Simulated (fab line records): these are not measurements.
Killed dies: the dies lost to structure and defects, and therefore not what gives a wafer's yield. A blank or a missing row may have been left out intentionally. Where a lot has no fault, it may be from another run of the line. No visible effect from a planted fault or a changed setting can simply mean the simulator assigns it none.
fab line records | flow sky130
record lots=5 | wafers=15 | last_day=50
route steps=708 shown PWDE@45 NWELL@56
lots untouched by any fault: they come from a run of this same line in which no faults occurred
start_h: the number of hours between the record's first day and the start of the first shown wafer of the lot | wait_h: how many hours have passed since the lot's step before this one | " same as the row above | L1.1+2: a single row standing in for several wafers | - no value present, or no start provided | * or withheld: withheld | < > ~ a bound
route shown NAME@n: NAME is a module with steps in the file, n the number in the route of the first one | usual: mean/standard deviation of fault-free wafers | same: alike in all rows | chamber/n: place in a boat | sites: readings site by site | _std_site: the standard deviation of these | _edge_site: outer sites' mean less inner sites' | radius_mm: for every site, how far away it sits from the centre of the wafer | mask NAME#n: copy n | behind: the last tool/chamber to shape the wafer | hold: why the lot was held/for how many hours/how that ended | device: names the non-switching transistor (n, p or np) | end of line: tests of these same wafers at the route's end | for a step that has no rows: nothing shown but its recipe | killed: dies lost to structure and defects at the first sort, not the wafer's yield | map: per-die view of a wafer (x killed, . not killed, _ where there is no die)
set.NAME: the setting the step ran with; set.NAME@STEP: the setting that earlier step ran with | model.NAME: the simulator's own value behind a step, which no gauge read
a table for each step, a row for each wafer; lots at some steps of the route
services: the hour from which a tool's chamber was out of use, counted from the record's first day as start_h (under 0 if before that day), plus the number of hours and why
## steps
# step SKY_PWDE_DEHYDRATE_00
# recipe temp_c=200 | time_s=60
# usual chill_plate_temp_C=23.00/0.1 | exhaust_pa=45.2/0.92
lot.wafer | tool           | chamber | start_h | wait_h | chill_plate_temp_C | exhaust_pa
L084.2    | litho_track-02 | 0       | 116.57  | 8.3    | 23.02              | 45.1
L084.4    | "              | 0       | "       | "      | 23.12              | 45.9
L084.6    | "              | 0       | "       | "      | 23.11              | 46.2
L086.1    | litho_track-01 | 0       | 125.03  | 9.1    | 23.10              | 45.0
L086.3    | "              | 0       | "       | "      | 22.99              | 45.9
L086.5    | "              | 0       | "       | "      | 22.98              | 46.7
L087.3    | litho_track-02 | 0       | 130.69  | 9.1    | 23.03              | 45.3
L087.5    | "              | 0       | "       | "      | 22.99              | 44.3
L087.6    | "              | 0       | "       | "      | 22.92              | 45.5
L094.2    | litho_track-02 | 0       | 170.42  | 10.1   | 22.98              | 43.5
L094.3    | "              | 0       | "       | "      | 22.96              | 44.3
L094.5    | "              | 0       | "       | "      | 23.02              | 45.2
L097.1    | litho_track-04 | 0       | 185.26  | 10.1   | 22.97              | 46.0
L097.4    | "              | 0       | "       | "      | 23.04              | 45.6
L097.6    | "              | 0       | "       | "      | 23.06              | 44.9
# step SKY_PWDE_HMDS_01
# recipe prime_time_s=60 | prime_temp_c=120
# usual chill_plate_temp_C=23.01/0.1 | exhaust_pa=45.0/0.85
lot.wafer | tool           | chamber | start_h | wait_h | chill_plate_temp_C | exhaust_pa
L084.2    | litho_track-02 | 0       | 116.72  | 0.1    | 23.13              | 45.8
L084.4    | "              | 0       | "       | "      | 23.04              | 46.9
L084.6    | "              | 0       | "       | "      | 23.10              | 46.2
L086.1    | litho_track-01 | 0       | 125.18  | 0.1    | 23.14              | 44.2
L086.3    | "              | 0       | "       | "      | 23.30              | 45.9
L086.5    | "              | 0       | "       | "      | 23.09              | 44.5
L087.3    | litho_track-02 | 0       | 130.84  | 0.1    | 22.88              | 44.7
L087.5    | "              | 0       | "       | "      | 23.02              | 46.2
L087.6    | "              | 0       | "       | "      | 22.96              | 45.4
L094.2    | litho_track-02 | 0       | 170.57  | 0.1    | 22.96              | 45.4
L094.3    | "              | 0       | "       | "      | 23.03              | 44.8
L094.5    | "              | 0       | "       | "      | 23.08              | 44.5
L097.1    | litho_track-04 | 0       | 185.41  | 0.1    | 22.93              | 46.9
L097.4    | "              | 0       | "       | "      | 22.96              | 45.4
L097.6    | "              | 0       | "       | "      | 23.07              | 44.7
# step SKY_PWDE_COAT_02
# recipe spin_rpm=2000 | resist_thk_nm=3050
# usual chill_plate_temp_C=22.98/0.11 | exhaust_pa=45.1/0.83
lot.wafer | tool           | chamber | start_h | wait_h | chill_plate_temp_C | exhaust_pa
L084.2    | litho_track-02 | 0       | 116.87  | 0.1    | 22.96              | 43.8
L084.4    | "              | 0       | "       | "      | 23.07              | 43.9
L084.6    | "              | 0       | "       | "      | 22.88              | 45.8
L086.1    | litho_track-01 | 0       | 125.33  | 0.1    | 22.93              | 45.0
L086.3    | "              | 0       | "       | "      | 22.89              | 45.1
L086.5    | "              | 0       | "       | "      | 22.86              | 44.7
L087.3    | litho_track-02 | 0       | 130.99  | 0.1    | 22.89              | 45.4
L087.5    | "              | 0       | "       | "      | 22.99              | 44.7
L087.6    | "              | 0       | "       | "      | 22.96              | 45.4
L094.2    | litho_track-02 | 0       | 170.72  | 0.1    | 22.96              | 44.9
L094.3    | "              | 0       | "       | "      | 23.03              | 45.6
L094.5    | "              | 0       | "       | "      | 23.03              | 44.9
L097.1    | litho_track-04 | 0       | 185.56  | 0.1    | 22.96              | 45.4
L097.4    | "              | 0       | "       | "      | 22.95              | 43.3
L097.6    | "              | 0       | "       | "      | 22.80              | 44.9
# step SKY_PWDE_SOFTBAKE_03
# recipe temp_c=110 | time_s=withheld
# usual chill_plate_temp_C=22.98/0.11 | exhaust_pa=45.0/0.82
lot.wafer | tool           | chamber | start_h | wait_h | chill_plate_temp_C | exhaust_pa
L084.2    | litho_track-02 | 0       | 117.03  | 0.1    | 23.03              | 45.5
L084.4    | "              | 0       | "       | "      | 23.12              | 44.5
L084.6    | "              | 0       | "       | "      | 22.89              | 44.3
L086.1    | litho_track-01 | 0       | 125.48  | 0.1    | 23.06              | 45.2
L086.3    | "              | 0       | "       | "      | 23.21              | 45.8
L086.5    | "              | 0       | "       | "      | 22.92              | 44.2
L087.3    | litho_track-02 | 0       | 131.16  | 0.1    | 22.91              | 45.7
L087.5    | "              | 0       | "       | "      | 23.11              | 44.3
L087.6    | "              | 0       | "       | "      | 23.05              | 44.8
L094.2    | litho_track-02 | 0       | 170.88  | 0.1    | 23.01              | 45.4
L094.3    | "              | 0       | "       | "      | 23.02              | 46.2
L094.5    | "              | 0       | "       | "      | 23.19              | 46.7
L097.1    | litho_track-04 | 0       | 185.71  | 0.1    | 23.02              | 46.4
L097.4    | "              | 0       | "       | "      | 23.01              | 46.6
L097.6    | "              | 0       | "       | "      | 23.01              | 46.7
# step SKY_PWDE_EXPOSE_04
# recipe mask_id=PWDEM | na=0.6 | source_shape=conventional | sigma_outer=0.6 | polarization=unpolarized | target_cd_nm=840 | dose_mj=214
# usual reticle_temp_C=23.00/0.12
lot.wafer | tool             | chamber | start_h | wait_h | mask    | reticle_temp_C
L084.2    | iline_stepper-01 | 0       | -       | -      | PWDEM#0 | 23.09
L084.4    | "                | 0       | "       | "      | PWDEM#0 | 23.11
L084.6    | "                | 0       | "       | "      | PWDEM#0 | 23.16
L086.1    | iline_stepper-02 | 0       | -       | -      | PWDEM#0 | 23.01
L086.3    | "                | 0       | "       | "      | PWDEM#0 | 23.11
L086.5    | "                | 0       | "       | "      | PWDEM#0 | 23.00
L087.3    | iline_stepper-01 | 0       | -       | -      | PWDEM#0 | 23.06
L087.5    | "                | 0       | "       | "      | PWDEM#0 | 22.99
L087.6    | "                | 0       | "       | "      | PWDEM#0 | 23.12
L094.2    | iline_stepper-02 | 0       | -       | -      | PWDEM#0 | 23.11
L094.3    | "                | 0       | "       | "      | PWDEM#0 | 23.19
L094.5    | "                | 0       | "       | "      | PWDEM#0 | 23.23
L097.1    | iline_stepper-02 | 0       | -       | -      | PWDEM#0 | 23.06
L097.4    | "                | 0       | "       | "      | PWDEM#0 | 22.79
L097.6    | "                | 0       | "       | "      | PWDEM#0 | 23.18
# step SKY_PWDE_PEB_05
# recipe temp_c=115 | time_s=withheld
# usual chill_plate_temp_C=23.00/0.11 | exhaust_pa=44.9/0.92
lot.wafer | tool           | chamber | start_h | wait_h | chill_plate_temp_C | exhaust_pa
L084.2    | litho_track-02 | 0       | -       | -      | 22.98              | 42.2
L084.4    | "              | 0       | "       | "      | 22.97              | 43.0
L084.6    | "              | 0       | "       | "      | 22.86              | 44.2
L086.1    | litho_track-01 | 0       | -       | -      | 23.09              | 45.7
L086.3    | "              | 0       | "       | "      | 23.20              | 44.4
L086.5    | "              | 0       | "       | "      | 22.93              | 45.3
L087.3    | litho_track-02 | 0       | -       | -      | 23.11              | 44.4
L087.5    | "              | 0       | "       | "      | 23.06              | 44.6
L087.6    | "              | 0       | "       | "      | 23.15              | 44.2
L094.2    | litho_track-01 | 0       | -       | -      | 23.10              | 45.9
L094.3    | "              | 0       | "       | "      | 23.00              | 45.0
L094.5    | "              | 0       | "       | "      | 23.08              | 46.2
L097.1    | litho_track-04 | 0       | -       | -      | 23.03              | 45.9
L097.4    | "              | 0       | "       | "      | 22.87              | 45.8
L097.6    | "              | 0       | "       | "      | 22.83              | 46.5
# step SKY_PWDE_DEVELOP_06
# recipe wall_angle_deg=90 | developer=TMAH | develop_time_s=60 | dev_temp_c=23
# usual chill_plate_temp_C=23.01/0.1 | exhaust_pa=44.9/0.86
lot.wafer | tool           | chamber | start_h | wait_h | chill_plate_temp_C | exhaust_pa
L084.2    | litho_track-02 | 0       | -       | -      | 22.97              | 44.8
L084.4    | "              | 0       | "       | "      | 22.95              | 44.8
L084.6    | "              | 0       | "       | "      | 22.95              | 45.2
L086.1    | litho_track-01 | 0       | -       | -      | 22.95              | 45.1
L086.3    | "              | 0       | "       | "      | 22.97              | 43.8
L086.5    | "              | 0       | "       | "      | 23.02              | 44.0
L087.3    | litho_track-02 | 0       | -       | -      | 23.08              | 45.1
L087.5    | "              | 0       | "       | "      | 23.05              | 44.6
L087.6    | "              | 0       | "       | "      | 23.09              | 45.1
L094.2    | litho_track-01 | 0       | -       | -      | 23.02              | 45.3
L094.3    | "              | 0       | "       | "      | 23.07              | 44.4
L094.5    | "              | 0       | "       | "      | 23.05              | 44.7
L097.1    | litho_track-04 | 0       | -       | -      | 22.88              | 43.6
L097.4    | "              | 0       | "       | "      | 22.93              | 43.8
L097.6    | "              | 0       | "       | "      | 23.04              | 42.7
# step SKY_PWDE_OVL_MEAS_07
# usual PWDE_OVL=0.1/1.3
lot.wafer | tool       | chamber | start_h | wait_h | PWDE_OVL[nm]
L084.2    | overlay-01 | -       | 127.05  | -      | 0.3
L084.4    | "          | -       | "       | "      | -1.8
L084.6    | "          | -       | "       | "      | -0.7
L086.1    | overlay-01 | -       | 135.38  | -      | -1.0
L086.3    | "          | -       | "       | "      | 2.6
L086.5    | "          | -       | "       | "      | 2.5
L087.3    | overlay-02 | -       | 141.15  | -      | -0.2
L087.5    | "          | -       | "       | "      | -0.6
L087.6    | "          | -       | "       | "      | 0.3
L094.2    | overlay-02 | -       | 181.09  | -      | -1.2
L094.3    | "          | -       | "       | "      | -0.7
L094.5    | "          | -       | "       | "      | -0.5
L097.1    | overlay-01 | -       | 196.41  | -      | 1.0
L097.4    | "          | -       | "       | "      | 1.1
L097.6    | "          | -       | "       | "      | 1.1
# step SKY_PWDE_IMPLANT_08
# recipe species=B | energy_kev=150 | dose_cm2=3.6e+12 | tilt_deg=withheld
# usual dose_ions_cm2=3.599e+12/4.1e+09
lot.wafer | tool         | chamber | start_h | wait_h | dose_ions_cm2
L084.2    | implanter-02 | 0       | 127.10  | 0.0    | 3.592e+12
L084.4    | "            | 0       | "       | "      | 3.594e+12
L084.6    | "            | 0       | "       | "      | 3.592e+12
L086.1    | implanter-01 | 0       | 135.42  | 0.0    | 3.599e+12
L086.3    | "            | 0       | "       | "      | 3.604e+12
L086.5    | "            | 0       | "       | "      | 3.601e+12
L087.3    | implanter-01 | 0       | 141.23  | 0.1    | 3.599e+12
L087.5    | "            | 0       | "       | "      | 3.596e+12
L087.6    | "            | 0       | "       | "      | 3.594e+12
L094.2    | implanter-02 | 0       | 181.14  | 0.0    | 3.6e+12
L094.3    | "            | 0       | "       | "      | 3.597e+12
L094.5    | "            | 0       | "       | "      | 3.598e+12
L097.1    | implanter-03 | 0       | 196.44  | 0.0    | 3.603e+12
L097.4    | "            | 0       | "       | "      | 3.591e+12
L097.6    | "            | 0       | "       | "      | 3.6e+12
# step SKY_PWDE_STRIP_09
# recipe chemistry=O2/N2 | power_w=1400 | pressure_mtorr=1500 | platen_temp_c=withheld | o2_flow_sccm=3000 | n2_flow_sccm=300 | overash_fraction=0.5
# usual chamber_pressure_mTorr=1499.8/1.4 | drypump_motor_current_A=5.8/0.37 | oes_product_au=0.723/0.0047 | strip_time_to_endpoint_s=37.56/0.062
lot.wafer | tool            | chamber | start_h | wait_h | chamber_pressure_mTorr | drypump_motor_current_A | oes_product_au | rf_hours_counter_h | strip_time_to_endpoint_s
L084.2    | plasma_asher-01 | 0       | 127.23  | 0.1    | 1500.0                 | 6.2                     | 0.725          | 43                 | 37.63
L084.4    | "               | 0       | "       | "      | 1499.6                 | 6.2                     | 0.718          | -                  | 37.61
L084.6    | "               | 1       | "       | "      | 1499.4                 | 5.9                     | 0.723          | -                  | 37.60
L086.1    | plasma_asher-04 | 1       | 135.57  | 0.1    | 1500.4                 | 5.1                     | 0.729          | 45                 | 37.58
L086.3    | "               | 1       | "       | "      | 1500.8                 | 5.1                     | 0.731          | -                  | 37.58
L086.5    | "               | 0       | "       | "      | 1501.1                 | 5.6                     | 0.720          | -                  | 37.64
L087.3    | plasma_asher-04 | 0       | 141.36  | 0.1    | 1501.4                 | 5.6                     | 0.716          | -                  | 37.42
L087.5    | "               | 1       | "       | "      | 1501.7                 | 5.2                     | 0.724          | -                  | 37.46
L087.6    | "               | 0       | "       | "      | 1498.9                 | 5.6                     | 0.724          | -                  | 37.71
L094.2    | plasma_asher-04 | 0       | 181.27  | 0.1    | 1498.5                 | 5.6                     | 0.724          | 49                 | 37.56
L094.3    | "               | 0       | "       | "      | 1498.9                 | 5.6                     | 0.728          | -                  | 37.55
L094.5    | "               | 0       | "       | "      | 1497.4                 | 5.6                     | 0.713          | -                  | 37.55
L097.1    | plasma_asher-04 | 1       | 196.59  | 0.1    | 1499.7                 | 5.1                     | 0.723          | 50                 | 37.45
L097.4    | "               | 0       | "       | "      | 1500.6                 | 5.5                     | 0.723          | -                  | 37.44
L097.6    | "               | 1       | "       | "      | 1498.5                 | 5.1                     | 0.725          | -                  | 37.55
# step SKY_PWDE_TW_MEAS_10
# usual PWDE_TW=372.2/1.4
lot.wafer | tool          | chamber | start_h | wait_h | PWDE_TW
L084.2    | film_metro-02 | -       | 127.34  | 0.1    | 369.5
L084.4    | "             | -       | "       | "      | 370.9
L084.6    | "             | -       | "       | "      | 371.1
L086.1    | film_metro-02 | -       | 135.67  | 0.1    | 371.1
L086.3    | "             | -       | "       | "      | 369.0
L086.5    | "             | -       | "       | "      | 370.6
L087.3    | film_metro-02 | -       | 141.45  | 0.1    | 371.9
L087.5    | "             | -       | "       | "      | 371.3
L087.6    | "             | -       | "       | "      | 372.4
L094.2    | film_metro-02 | -       | 181.38  | 0.1    | 371.1
L094.3    | "             | -       | "       | "      | 370.6
L094.5    | "             | -       | "       | "      | 370.6
L097.1    | film_metro-01 | -       | 196.69  | 0.1    | 373.4
L097.4    | "             | -       | "       | "      | 373.4
L097.6    | "             | -       | "       | "      | 373.5
# step SKY_NWELL_DEHYDRATE_03
# recipe temp_c=200 | time_s=60
# usual chill_plate_temp_C=22.98/0.095 | exhaust_pa=45.0/1
lot.wafer | tool           | chamber | start_h | wait_h | chill_plate_temp_C | exhaust_pa
L084.2    | litho_track-02 | 0       | 135.72  | 8.4    | 23.03              | 45.2
L084.4    | "              | 0       | "       | "      | 23.08              | 46.0
L084.6    | "              | 0       | "       | "      | 23.11              | 44.8
L086.1    | litho_track-03 | 0       | 144.93  | 9.3    | 22.83              | 46.2
L086.3    | "              | 0       | "       | "      | 22.91              | 44.8
L086.5    | "              | 0       | "       | "      | 22.89              | 46.2
L087.3    | litho_track-04 | 0       | 150.66  | 9.2    | 22.89              | 42.8
L087.5    | "              | 0       | "       | "      | 22.98              | 43.6
L087.6    | "              | 0       | "       | "      | 23.00              | 44.0
L094.2    | litho_track-04 | 0       | 191.23  | 9.8    | 22.94              | 45.3
L094.3    | "              | 0       | "       | "      | 22.95              | 45.5
L094.5    | "              | 0       | "       | "      | 22.95              | 45.4
L097.1    | litho_track-03 | 0       | 207.73  | 11.0   | 22.85              | 43.9
L097.4    | "              | 0       | "       | "      | 22.99              | 44.9
L097.6    | "              | 0       | "       | "      | 23.13              | 43.8
# step SKY_NWELL_HMDS_04
# recipe prime_time_s=60 | prime_temp_c=120
# usual chill_plate_temp_C=23.02/0.1 | exhaust_pa=44.9/0.87
lot.wafer | tool           | chamber | start_h | wait_h | chill_plate_temp_C | exhaust_pa
L084.2    | litho_track-02 | 0       | 135.87  | 0.1    | 22.91              | 45.5
L084.4    | "              | 0       | "       | "      | 23.04              | 44.8
L084.6    | "              | 0       | "       | "      | 22.90              | 44.0
L086.1    | litho_track-03 | 0       | 145.08  | 0.1    | 23.03              | 44.3
L086.3    | "              | 0       | "       | "      | 23.11              | 44.6
L086.5    | "              | 0       | "       | "      | 23.17              | 45.7
L087.3    | litho_track-04 | 0       | 150.81  | 0.1    | 22.87              | 44.5
L087.5    | "              | 0       | "       | "      | 23.02              | 45.0
L087.6    | "              | 0       | "       | "      | 23.01              | 44.4
L094.2    | litho_track-04 | 0       | 191.38  | 0.1    | 22.98              | 44.4
L094.3    | "              | 0       | "       | "      | 23.13              | 44.1
L094.5    | "              | 0       | "       | "      | 23.11              | 43.6
L097.1    | litho_track-03 | 0       | 207.88  | 0.1    | 22.99              | 44.4
L097.4    | "              | 0       | "       | "      | 22.89              | 44.5
L097.6    | "              | 0       | "       | "      | 22.96              | 44.5
# step SKY_NWELL_COAT_05
# recipe spin_rpm=2000 | resist_thk_nm=3000
# usual chill_plate_temp_C=22.97/0.11 | exhaust_pa=44.6/0.84
lot.wafer | tool           | chamber | start_h | wait_h | chill_plate_temp_C | exhaust_pa
L084.2    | litho_track-02 | 0       | 136.02  | 0.1    | 22.93              | 44.8
L084.4    | "              | 0       | "       | "      | 22.94              | 44.6
L084.6    | "              | 0       | "       | "      | 22.93              | 45.0
L086.1    | litho_track-03 | 0       | 145.23  | 0.1    | 22.71              | 44.1
L086.3    | "              | 0       | "       | "      | 22.91              | 45.1
L086.5    | "              | 0       | "       | "      | 22.91              | 43.8
L087.3    | litho_track-04 | 0       | 150.96  | 0.1    | 22.86              | 44.9
L087.5    | "              | 0       | "       | "      | 22.88              | 45.1
L087.6    | "              | 0       | "       | "      | 22.86              | 44.5
L094.2    | litho_track-04 | 0       | 191.53  | 0.1    | 23.12              | 42.9
L094.3    | "              | 0       | "       | "      | 23.01              | 44.0
L094.5    | "              | 0       | "       | "      | 22.93              | 44.6
L097.1    | litho_track-03 | 0       | 208.03  | 0.1    | 22.99              | 44.8
L097.4    | "              | 0       | "       | "      | 22.83              | 44.1
L097.6    | "              | 0       | "       | "      | 22.98              | 45.0
# step SKY_NWELL_SOFTBAKE_06
# recipe temp_c=110 | time_s=withheld
# usual chill_plate_temp_C=23.02/0.12 | exhaust_pa=44.8/0.88
lot.wafer | tool           | chamber | start_h | wait_h | chill_plate_temp_C | exhaust_pa
L084.2    | litho_track-02 | 0       | 136.18  | 0.1    | 23.14              | 44.1
L084.4    | "              | 0       | "       | "      | 22.94              | 44.0
L084.6    | "              | 0       | "       | "      | 22.80              | 44.9
L086.1    | litho_track-03 | 0       | 145.38  | 0.1    | 23.20              | 45.5
L086.3    | "              | 0       | "       | "      | 22.89              | 45.5
L086.5    | "              | 0       | "       | "      | 23.06              | 43.3
L087.3    | litho_track-04 | 0       | 151.12  | 0.1    | 23.14              | 44.3
L087.5    | "              | 0       | "       | "      | 22.98              | 45.6
L087.6    | "              | 0       | "       | "      | 23.15              | 45.7
L094.2    | litho_track-04 | 0       | 191.69  | 0.1    | 23.05              | 45.0
L094.3    | "              | 0       | "       | "      | 22.97              | 45.0
L094.5    | "              | 0       | "       | "      | 23.15              | 45.2
L097.1    | litho_track-03 | 0       | 208.18  | 0.1    | 22.90              | 45.4
L097.4    | "              | 0       | "       | "      | 22.73              | 45.5
L097.6    | "              | 0       | "       | "      | 22.89              | 44.5
# step SKY_NWELL_EXPOSE_07
# recipe mask_id=NWM | na=0.6 | source_shape=conventional | sigma_outer=0.6 | polarization=unpolarized | target_cd_nm=840 | dose_mj=260.4
# usual reticle_temp_C=23.01/0.13
lot.wafer | tool             | chamber | start_h | wait_h | mask  | reticle_temp_C
L084.2    | iline_stepper-01 | 0       | -       | -      | NWM#0 | 23.02
L084.4    | "                | 0       | "       | "      | NWM#0 | 23.01
L084.6    | "                | 0       | "       | "      | NWM#0 | 23.00
L086.1    | iline_stepper-02 | 0       | -       | -      | NWM#0 | 23.05
L086.3    | "                | 0       | "       | "      | NWM#0 | 22.98
L086.5    | "                | 0       | "       | "      | NWM#0 | 22.97
L087.3    | iline_stepper-02 | 0       | -       | -      | NWM#0 | 22.99
L087.5    | "                | 0       | "       | "      | NWM#0 | 22.85
L087.6    | "                | 0       | "       | "      | NWM#0 | 22.91
L094.2    | iline_stepper-02 | 0       | -       | -      | NWM#0 | 23.01
L094.3    | "                | 0       | "       | "      | NWM#0 | 22.85
L094.5    | "                | 0       | "       | "      | NWM#0 | 22.75
L097.1    | iline_stepper-02 | 0       | -       | -      | NWM#0 | 22.89
L097.4    | "                | 0       | "       | "      | NWM#0 | 22.87
L097.6    | "                | 0       | "       | "      | NWM#0 | 23.03
## services
tool             | chamber | start_h | hours | kind
iline_stepper-02 | -       | 98.20   | 1.7   | pm
implanter-02     | -       | 104.66  | 2.0   | repair
implanter-02     | -       | 106.14  | 1.4   | repair
litho_track-01   | -       | 132.41  | -     | consumable_replace:filter
implanter-02     | -       | 133.57  | 4.5   | repair
implanter-01     | -       | 153.36  | 3.4   | pm
implanter-03     | -       | 153.86  | 6.8   | repair
iline_stepper-02 | 0       | 163.11  | -     | calibration
iline_stepper-01 | -       | 174.36  | 4.4   | pm
implanter-01     | -       | 178.65  | 1.5   | repair
litho_track-01   | -       | 181.03  | -     | consumable_replace:filter
plasma_asher-01  | -       | 182.93  | 1.9   | repair
plasma_asher-04  | -       | 185.72  | 7.8   | repair
iline_stepper-01 | -       | 188.48  | 7.3   | repair
## key
fault none
